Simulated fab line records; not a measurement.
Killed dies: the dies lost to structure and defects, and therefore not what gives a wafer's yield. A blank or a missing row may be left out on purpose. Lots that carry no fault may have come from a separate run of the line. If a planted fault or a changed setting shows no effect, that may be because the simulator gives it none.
One fault seen from 2 desks | flow sky130 | what lay behind the numbers comes last; until then each desk has only its own

## TOOL OWNER'S DESK, rie-diel-03
The tool's own readings at SKY_POLY_CUT_ETCH_11 (etches Si3N4 in CF4/CH2F2/Ar, stops on poly-Si, time 42.5 s, target depth 60 nm): means of the sampled wafers that have a number, for each lot that ran on this tool. The brackets show how far a lot's mean lies from the usual mean; more than 4 standard deviations puts the lot out of limits, marked OUT.
Columns: A = ch2f2-flow-sccm at SKY_POLY_CUT_ETCH_11, usual 20.00 sccm; B = drypump-motor-current-A at SKY_POLY_CUT_ETCH_11, usual 5.74 A; C = oes-product-au at SKY_POLY_CUT_ETCH_11, usual 0.835 a.u.; D = run-length-s at SKY_POLY_CUT_ETCH_11, usual 70.8 s; E = throttle-valve-pct at SKY_POLY_CUT_ETCH_11, usual 14.995 %
lot  | first seen here | A     | B    | C     | D    | E
L334 | day 25 06:04    | 19.99 | 5.92 | 0.830 | 70.3 | 14.990
L348 | day 30 05:20    | 20.00 | 5.71 | 0.821 | 72.6 | 14.991
L349 | day 30 14:29    | 20.01 | 6.24 | 0.829 | 72.2 | 14.980
L351 | day 30 22:02    | 20.04 | 6.01 | 0.826 | 71.8 | 14.994
Finding of this desk: none of the 4 lots has anything out of limits.

## THE METROLOGY DESK
What the gauges read for every lot (on any tool): the sampled wafers with a number, averaged. The brackets show how far a lot's mean lies from the usual mean; more than 4 standard deviations puts the lot out of limits, marked OUT.
Columns: A = cd-nm at SKY_POLY_CUT_CD_MEAS_08, usual 270.2 nm; B = POLY_CUT_OVL at SKY_POLY_CUT_OVL_MEAS_09, usual 3 nm
lot  | first seen here | A     | B
L334 | day 25 05:53    | 271.8 | 0
L343 | day 29 02:14    | 269.9 | 4
L348 | day 30 05:08    | 272.3 | 1
L349 | day 30 14:17    | 270.1 | 1
L351 | day 30 21:52    | 272.6 | -8
L353 | day 31 16:38    | 270.2 | 6
L354 | day 31 22:13    | 271.0 | 5
Finding of this desk: none of the 7 lots has anything out of limits.

## BROUGHT TOGETHER
The tool owner's desk saw nothing out of limits.
Nothing out of limits was seen by the metrology desk.

## WHAT HAD BEEN PUT IN BY THE SIMULATOR
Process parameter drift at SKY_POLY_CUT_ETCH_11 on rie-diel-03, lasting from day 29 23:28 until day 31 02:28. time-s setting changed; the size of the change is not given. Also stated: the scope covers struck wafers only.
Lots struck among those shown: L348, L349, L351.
